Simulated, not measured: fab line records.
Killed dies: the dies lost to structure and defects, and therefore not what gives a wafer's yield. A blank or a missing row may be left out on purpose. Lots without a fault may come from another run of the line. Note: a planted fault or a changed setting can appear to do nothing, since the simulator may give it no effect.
A struck lot beside a sound one :: flow sky130 :: 15 out of 708 route steps
Sound: these wafers, L937.1, L937.3, L937.6. Wafers struck: L944.2, L944.3, L944.4. The cause is given at the end.
For every step that has rows: the tool of each side, followed by ch and its chambers, followed by its first start. Under that, the readings that differ: sound wafers :: struck wafers :: difference of the means :: sigmas: that difference in standard deviations of wafers without a fault.
alike: same words and numbers on both sides, and readings whose means sit less than 2 such deviations apart. not compared: any withheld reading, any reading some wafer has no value for, any bound like >300 that may hide the same value, and any number with overlapping values for which the record gives no deviation.
Wherever a step has rows on one side only, a row that says differs or no value, or a row with sigmas, the two part there. When numbers do not overlap yet have no deviation, they are printed without sigmas and do not part them. A reading that every wafer of one side lacks parts them only if that side has two wafers or more.

SKY_METAL5_SPUTTER_03: material Ti, target thk 5 nm, time 3.3 s.
  sound on pvd_sputter-03, day 45 17:01; struck on pvd_sputter-01, day 47 00:56
  alike: cathode_dc_power_W, throttle_valve_pct
SKY_METAL5_SPUTTER_04: material TiN, target thk 70 nm, time 56.1 s.
  sound on pvd_sputter-03, day 45 17:02; struck on pvd_sputter-01, day 47 00:57
  alike: cathode_dc_power_W, throttle_valve_pct
SKY_METAL5_RS_MEAS_05: the measuring method here is four-point-probe.
  sound on film_metro-01, day 45 17:05; struck on film_metro-01, day 47 01:01
  alike: METAL5_ALCU_RS
SKY_METAL5_THK_MEAS_06: measures by xrf.
  sound on film_metro-01, day 45 17:12; struck on film_metro-01, day 47 01:08
  alike: METAL5_ALCU_THK
then, 7 steps without rows for these wafers: SKY_METAL5_DEHYDRATE_07 (time 60 s); SKY_METAL5_HMDS_08 (prime time 60 s); SKY_METAL5_COAT_09 (resist thk 1800 nm); SKY_METAL5_SOFTBAKE_10 (time 60 s); SKY_METAL5_EXPOSE_11 (exposes mask MM5, target cd 1600 nm); SKY_METAL5_PEB_12; SKY_METAL5_DEVELOP_13 (develop time 60 s).
SKY_METAL5_DESCUM_14: chemistry O2, time 11 s.
  sound on rie_metal-02 ch 0,1, day 46 13:08; struck on rie_metal-02 ch 0,1, day 47 20:43
  alike: drypump_motor_current_A, oes_product_au
  not compared: rf_hours_counter_h
SKY_METAL5_METAL_ETCH_15: etches the open film in Cl2/BCl3, stops on SiO2, target depth 1260 nm, time 252 s.
  sound on rie_metal-02 ch 0,1, day 46 13:11; struck on rie_metal-02 ch 0,1, day 47 20:46
  no value came back on the struck wafers for any of 5 readings (bcl3_flow_sccm (sccm), bias_w (W) and others); on the sound wafers bcl3_flow_sccm (sccm) reads 29.96 29.99 29.85
reading: model.NOVOLAK_of_METAL5_COAT_09.thk_nm (nm)
sound: 1028 1035 1032
struck: 1792 1793 1794
difference: +761
sigmas: 

reading: model.SiO2_of_VIA4_HDPCVD_00.thk_nm (nm)
sound: 548.6 547.9 548
struck: 574.8 574.8 575.2
difference: +26.8
sigmas: 
  not compared: rf_hours_counter_h
SKY_METAL5_STRIP_16: strips in O2/N2.
  sound on plasma_asher-03 ch 0,1, day 46 13:25; struck on plasma_asher-01 ch 0,1, day 47 20:59
reading: strip_time_to_endpoint_s (s)
sound: 12.98 13.07 13.05
struck: 21.55 21.58 21.57
difference: +8.53
sigmas: +66
  alike: drypump_motor_current_A, oes_product_au
  not compared: rf_hours_counter_h
then, 1 step without rows for these wafers: SKY_METAL5_STRIP_17 (strips in post etch residue remover, time 1200 s).

== WHERE THEY PART ==
Earliest at SKY_METAL5_METAL_ETCH_15; latest, in this record, at SKY_METAL5_STRIP_16.

WHY: what the simulator had put in
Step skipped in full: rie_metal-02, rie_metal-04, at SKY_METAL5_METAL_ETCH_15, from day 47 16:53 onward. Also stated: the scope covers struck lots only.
